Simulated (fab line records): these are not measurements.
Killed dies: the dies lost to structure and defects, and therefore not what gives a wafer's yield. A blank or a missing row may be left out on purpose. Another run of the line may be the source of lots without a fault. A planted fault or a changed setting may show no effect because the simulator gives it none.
fab line records | flow sky130
record lots=6 wafers=18 last-day=50
route steps=708 shown RES_XHIGH@336 SD_N@342
lots untouched by any fault: they come from a run of this same line in which no faults occurred
start-h: the number of hours between the record's first day and the start of the first shown wafer of the lot | wait-h: hours from the lot's prior step to this one | " repeats the value in the row above | L1.1+2: several wafers, shown together as one row | - no value present, or no start provided | * or withheld: withheld | < > ~ a bound
route shown NAME@n: a module of which the file shows steps, and the number in the route of the first | usual: the fault-free wafers' mean and standard deviation | same: alike in all rows | chamber/n: place in a boat | sites: per-site readings | _std_site: the standard deviation of these | _edge_site: inner sites' mean taken away from outer sites' mean | radius-mm: for every site, how far away it sits from the centre of the wafer | mask NAME#n: copy n | behind: the last tool/chamber to shape the wafer | hold: why the lot was held/for how many hours/how that ended | device: names the non-switching transistor (n, p or np) | end of line: the tests these same wafers got at the end of their route | where a step has no rows: the recipe by itself | killed: not the wafer's yield, but the dies lost to structure and defects at the first sort | map: a wafer's dies, marking killed ones x, the rest . and places with no die _
set.NAME: setting as actually run; set.NAME@STEP: the setting as run at that earlier step | model.NAME: the simulator's own value behind a step, which no gauge read
lots seen at some steps along the route; tables by step, rows by wafer
services: the hour from which a tool's chamber was out of use, counted from the record's first day as start-h (under 0 if before that day), plus the number of hours and why
## steps
# step SKY_RES_XHIGH_EXPOSE_04
# recipe mask-id=URPM na=0.6 source-shape=conventional sigma-outer=0.6 polarization=unpolarized target-cd-nm=1270 dose-mj=140
# step SKY_RES_XHIGH_PEB_05
# recipe temp-c=withheld time-s=* resist=NOVOLAK
# step SKY_RES_XHIGH_DEVELOP_06
# recipe resist=NOVOLAK developer=TMAH develop-time-s=60 dev-temp-c=23
# step SKY_RES_XHIGH_IMPLANT_07
# recipe species=BF2 energy-kev=20 dose-cm2=3.6e+14 tilt-deg=0
# step SKY_RES_XHIGH_STRIP_08
# recipe chemistry=O2/N2 power-w=1400 pressure-mtorr=1500 platen-temp-c=withheld o2-flow-sccm=3000 n2-flow-sccm=300 overash-fraction=0.5
# usual chamber-pressure-mTorr=1500.0/1.3 drypump-motor-current-A=6.06/0.27 oes-product-au=0.711/0.0042 strip-time-to-endpoint-s=14.28/0.046
# same overash-fraction=0.5
# columns lot.wafer tool chamber start-h wait-h chamber-pressure-mTorr drypump-motor-current-A oes-product-au rf-hours-counter-h strip-time-to-endpoint-s
L633.2 plasma-asher-01 1 615.10 0.1 1499.3 6.36 0.713 83 14.29
L633.3 " 1 " " 1503.0 6.37 0.712 - 14.30
L633.5 " 0 " " 1497.1 6.17 0.705 - 14.28
L636.1 plasma-asher-01 1 639.58 0.1 1499.7 6.36 0.710 86 14.27
L636.3 " 1 " " 1500.1 6.33 0.713 - 14.29
L636.5 " 1 " " 1500.0 6.35 0.710 - 14.28
L641.3 plasma-asher-01 0 692.13 0.1 1500.9 6.15 0.713 - 14.34
L641.4 " 1 " " 1500.2 6.35 0.706 - 14.28
L641.6 " 0 " " 1497.4 6.16 0.708 - 14.32
L643.3 plasma-asher-01 0 695.86 0.1 1498.7 6.16 0.709 - 14.23
L643.4 " 1 " " 1499.2 6.32 0.709 - 14.24
L643.6 " 0 " " 1500.5 6.17 0.715 - 14.24
L651.1 plasma-asher-01 1 765.90 0.1 1503.0 6.38 0.708 98 14.24
L651.2 " 0 " " 1502.9 6.12 0.711 98 14.26
L651.3 " 0 " " 1500.0 6.17 0.707 - 14.26
L654.1 plasma-asher-01 1 799.28 0.1 1500.8 6.35 0.712 102 14.22
L654.3 " 1 " " 1500.1 6.36 0.713 - 14.24
L654.6 " 0 " " 1500.7 6.20 0.713 - 14.27
# step SKY_RES_XHIGH_TW_MEAS_09
# usual RES_XHIGH_TW=1646/15
# columns lot.wafer tool chamber start-h wait-h RES_XHIGH_TW
L633.2 film-metro-04 - 615.21 0.1 1656
L633.3 " - " " 1650
L633.5 " - " " 1647
L636.1 film-metro-01 - 639.68 0.1 1649
L636.3 " - " " 1641
L636.5 " - " " 1653
L641.3 film-metro-03 - 692.22 0.1 1636
L641.4 " - " " 1634
L641.6 " - " " 1630
L643.3 film-metro-03 - 695.95 0.1 1631
L643.4 " - " " 1644
L643.6 " - " " 1636
L651.1 film-metro-04 - 766.00 0.1 1651
L651.2 " - " " 1656
L651.3 " - " " 1664
L654.1 film-metro-03 - 799.38 0.1 1620
L654.3 " - " " 1615
L654.6 " - " " 1618
# step SKY_SD_N_DEHYDRATE_00
# recipe temp-c=200 time-s=60
# step SKY_SD_N_HMDS_01
# recipe prime-time-s=60 prime-temp-c=120
# step SKY_SD_N_COAT_02
# recipe resist=NOVOLAK spin-rpm=3000 resist-thk-nm=1140
# step SKY_SD_N_SOFTBAKE_03
# recipe temp-c=90 time-s=60 resist=NOVOLAK
# step SKY_SD_N_EXPOSE_04
# recipe mask-id=NSDM na=0.6 source-shape=conventional sigma-outer=0.6 polarization=unpolarized target-cd-nm=380 dose-mj=141
# step SKY_SD_N_PEB_05
# recipe temp-c=withheld time-s=* resist=NOVOLAK
# step SKY_SD_N_DEVELOP_06
# recipe resist=NOVOLAK developer=TMAH develop-time-s=60 dev-temp-c=23
# columns lot.wafer tool chamber start-h wait-h
L633.2+3+5 litho-track-03 0 643.75 0.1
L636.1+3+5 litho-track-02 0 667.31 0.1
L641.3+4+6 litho-track-02 0 719.36 0.1
L643.3+4+6 litho-track-02 0 723.46 0.1
L651.1+2+3 litho-track-03 0 792.08 0.1
L654.1+3+6 litho-track-01 0 825.09 0.1
# step SKY_SD_N_CD_MEAS_07
# recipe target-cd-nm=380
# usual cd-nm=381.3/2.1
# columns lot.wafer tool chamber start-h wait-h cd-nm
L633.2 cd-sem-01 - 643.90 0.1 377.3
L633.3 " - " " 379.9
L633.5 " - " " 382.1
L636.1 cd-sem-02 - 667.46 0.1 377.8
L636.3 " - " " 378.4
L636.5 " - " " 380.1
L641.3 cd-sem-02 - 719.50 0.1 389.3
L641.4 " - " " 389.7
L641.6 " - " " 389.7
L643.3 cd-sem-02 - 723.60 0.1 394.8
L643.4 " - " " 393.5
L643.6 " - " " 395.4
L651.1 cd-sem-02 - 792.23 0.1 381.5
L651.2 " - " " 381.9
L651.3 " - " " 382.0
L654.1 cd-sem-01 - 825.24 0.1 380.8
L654.3 " - " " 380.6
L654.6 " - " " 382.6
# step SKY_SD_N_OVL_MEAS_08
# usual SD_N_OVL=-0.8/1.3
# columns lot.wafer tool chamber start-h wait-h SD_N_OVL[nm]
L633.2 overlay-01 - 644.00 0.1 0.8
L633.3 " - " " -1.4
L633.5 " - " " -0.7
L636.1 overlay-02 - 667.58 0.1 -0.8
L636.3 " - " " -1.8
L636.5 " - " " -1.2
L641.3 overlay-01 - 719.59 0.1 0.9
L641.4 " - " " 1.4
L641.6 " - " " -0.3
L643.3 overlay-02 - 723.69 0.1 0.2
L643.4 " - " " 0.7
L643.6 " - " " -1.0
L651.1 overlay-02 - 792.35 0.1 0.1
L651.2 " - " " 0.2
L651.3 " - " " 0.3
L654.1 overlay-01 - 825.36 0.1 -0.2
L654.3 " - " " -1.2
L654.6 " - " " -1.8
## services
# columns tool chamber start-h hours kind
plasma-asher-01 - 637.24 0.8 repair
litho-track-02 - 657.44 - consumable-replace:filter
litho-track-03 - 736.50 - consumable-replace:filter
plasma-asher-01 - 818.64 16.4 pm
## key
first-sign step=SKY_SD_N_CD_MEAS_07 reading=cd-nm direction=up sigmas=5.1 usual=381.3 struck=392.1
effect none on later readings
met-at SKY_SD_N_DEVELOP_06
struck-wafers L641.3,L641.4,L641.6,L643.3,L643.4,L643.6
tester-left-out L641,L643
onset-between 667.31 719.36
fault kind=process-parameter-drift tool=litho-track-02 chamber=- onset-h=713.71 steps=SKY_SD_N_DEVELOP_06 channel=develop-time-s offset=* shape=step end-h=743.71 acts-in=* stated=*
# tester-left-out: of these lots the tester's yield and bins aren't shown, on N5 and GAA mostly nor the transistor test; their killed dies are dies lost to structure and defects alone, not to doping, threshold or leakage, so they don't give the yield
